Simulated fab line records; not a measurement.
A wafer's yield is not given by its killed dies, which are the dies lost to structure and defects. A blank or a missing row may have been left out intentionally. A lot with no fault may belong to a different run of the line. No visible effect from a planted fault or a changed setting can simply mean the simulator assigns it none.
Which tool was responsible? ; flow gf180mcu ; Sampling: 13 lots, 39 wafers, 4 of 602 route steps

WHAT EACH GAUGE READ, for each wafer
GF_TOP_METAL_RS_MEAS_05: the measuring method here is four-point-probe. Usual: TOP_METAL_ALCU_RS gives 0.0327 ohm/sq (standard deviation 0.00037).
lot;measured;on;TOP_METAL_ALCU_RS (ohm/sq);flag
L727;day 27 06:10;film metro-01;0.0321 0.0328 0.0320;
L729;day 27 21:46;film metro-01;0.0334 0.0328 0.0335;
L730;day 28 01:15;film metro-02;0.0329 0.0329 0.0328;
L731;day 28 13:17;film metro-01;0.0331 0.0326 0.0326;
L733;day 29 02:11;film metro-01;0.0320 0.0325 0.0325;
L734;day 29 16:45;film metro-02;0.0330 0.0323 0.0325;
L735;day 29 20:18;film metro-02;0.0334 0.0330 0.0326;
L736;day 29 21:26;film metro-01;0.0323 0.0322 0.0326;
L737;day 30 13:00;film metro-01;0.0321 0.0323 0.0322;
L738;day 30 14:47;film metro-02;0.0332 0.0330 0.0331;
L739;day 31 05:01;film metro-01;0.0329 0.0329 0.0330;
L740;day 31 07:03;film metro-01;0.0327 0.0328 0.0325;
L741;day 31 09:27;film metro-04;0.0324 0.0326 0.0322;

GF_TOP_METAL_CD_MEAS_14 targets a cd of 440 nm. Usual: 439.5 nm for cd nm, sd 2.2.
lot;measured;on;cd nm (nm);flag
L727;day 28 02:14;cd sem-01;438.4 439.7 439.2;
L729;day 28 17:07;cd sem-02;438.4 439.2 438.9;
L730;day 28 21:11;cd sem-01;437.0 437.6 438.7;
L731;day 29 10:31;cd sem-01;441.0 440.1 439.1;
L733;day 29 20:23;cd sem-01;441.2 438.2 441.9;
L734;day 30 11:17;cd sem-02;440.1 441.1 440.8;
L735;day 30 14:55;cd sem-02;444.0 441.1 442.5;
L736;day 30 16:04;cd sem-01;439.6 438.4 439.7;
L737;day 31 06:28;cd sem-02;441.3 442.2 443.3;
L738;day 31 08:35;cd sem-02;437.2 437.7 435.1;
L739;day 31 22:53;cd sem-01;441.9 442.7 441.9;
L740;day 32 00:07;cd sem-02;438.6 437.8 440.4;
L741;day 32 02:58;cd sem-02;436.4 439.3 437.6;

GF_PASSIVATION_THK_MEAS_01. Usual: PASSIVATION_CVD_00_THK gives 996 nm (standard deviation 15).
lot;measured;on;PASSIVATION_CVD_00_THK (nm);flag
L727;day 28 03:11;film metro-04;1001 990 994;
L729;day 28 18:04;film metro-04;1001 987 1012;
L730;day 28 22:10;film metro-01;983 989 1003;
L731;day 29 11:29;film metro-04;1005 992 998;
L733;day 29 21:32;film metro-03;982 978 980;
L734;day 30 12:14;film metro-04;992 1000 991;
L735;day 30 16:04;film metro-03;992 1006 1005;
L736;day 30 17:04;film metro-01;986 976 1006;
L737;day 31 07:24;film metro-03;981 1000 1007;
L738;day 31 09:44;film metro-04;1002 978 998;
L739;day 31 23:49;film metro-03;1009 1010 1007;
L740;day 32 01:05;film metro-01;984 1005 1013;
L741;day 32 03:56;film metro-04;971 989 970;

EACH LOT AND THE TOOL THAT RAN IT (in order: tool; ch and the chambers of the sampled wafers; start)
lot;GF_V3_CMP_26
L727;cmp-01 ch 0,2,3, day 22 10:56
L729;cmp-01 ch 2,3, day 23 04:29
L730;cmp-01 ch 0,1,3, day 23 08:29
L731;cmp-01 ch 0,1,2, day 23 22:44
L733;cmp-02 ch 0,1,3, day 24 11:03
L734;cmp-01 ch 1,3, day 25 04:18
L735;cmp-02 ch 0,2,3, day 25 09:05
L736;cmp-01 ch 1,2,3, day 25 11:27
L737;cmp-01 ch 0,1,2, day 26 02:38
L738;cmp-01 ch 0,2, day 26 05:58
L739;cmp-01 ch 0,1,2, day 26 23:02
L740;cmp-02 ch 0,1,3, day 27 00:02
L741;cmp-01 ch 0,1,2, day 27 03:59
- GF_V3_CMP_26: polishes, stops on SiO2, t overpolish 15 s, target thk 0 nm.

WHAT THE TOOLS THEMSELVES READ (means of the sampled wafers that have a number; where no wafer has one, the mark that the record gives instead)
GF_V3_CMP_26. Usual: head pressure psi 3.502 psi, standard deviation 0.0078; motor current A 11.2 A, standard deviation 1.5; overpolish run s 15.000 s, standard deviation 0.0094; slurry filter dp kPa 13.50 kPa, standard deviation 0.15; time to endpoint s 85 s, standard deviation 5.
lot;tool;head pressure psi (psi);motor current A (A);overpolish run s (s);slurry filter dp kPa (kPa);time to endpoint s (s);flag
L727;cmp-01;3.507;9.9;14.995;13.65;87;
L729;cmp-01;3.504;9.3;14.996;13.48;86;
L730;cmp-01;3.500;10.1;14.999;13.52;82;
L731;cmp-01;3.503;10.6;15.006;13.69;85;
L733;cmp-02;3.494;13.5;14.997;13.42;85;
L734;cmp-01;3.506;10.2;14.993;13.62;86;
L735;cmp-02;3.503;12.3;14.997;13.46;88;
L736;cmp-01;3.503;9.7;14.998;13.42;89;
L737;cmp-01;3.506;10.4;15.000;13.25;86;
L738;cmp-01;3.498;10.3;15.001;13.65;89;
L739;cmp-01;3.502;10.6;15.001;13.56;89;
L740;cmp-02;3.501;13.3;14.997;13.45;82;
L741;cmp-01;3.508;10.6;14.992;13.38;82;

THE ANSWER, worked out from the rows above alone
Rule: lot off if the mean of its wafers having a number is beyond 3 standard deviations from the usual mean. Also off: a lot with no number at a reading for which 4 or more lots have one. All remaining lots with rows at the step are treated as sound. First the gauges in route order, then the tools' own readings, where a lot's mean is used as printed above. At the first step where some lot is off, the reading lying furthest off is the one used; lots without a number count as furthest.
No lot is off at any reading shown: from this, nothing can be told.

WHAT HAD BEEN PUT IN BY THE SIMULATOR
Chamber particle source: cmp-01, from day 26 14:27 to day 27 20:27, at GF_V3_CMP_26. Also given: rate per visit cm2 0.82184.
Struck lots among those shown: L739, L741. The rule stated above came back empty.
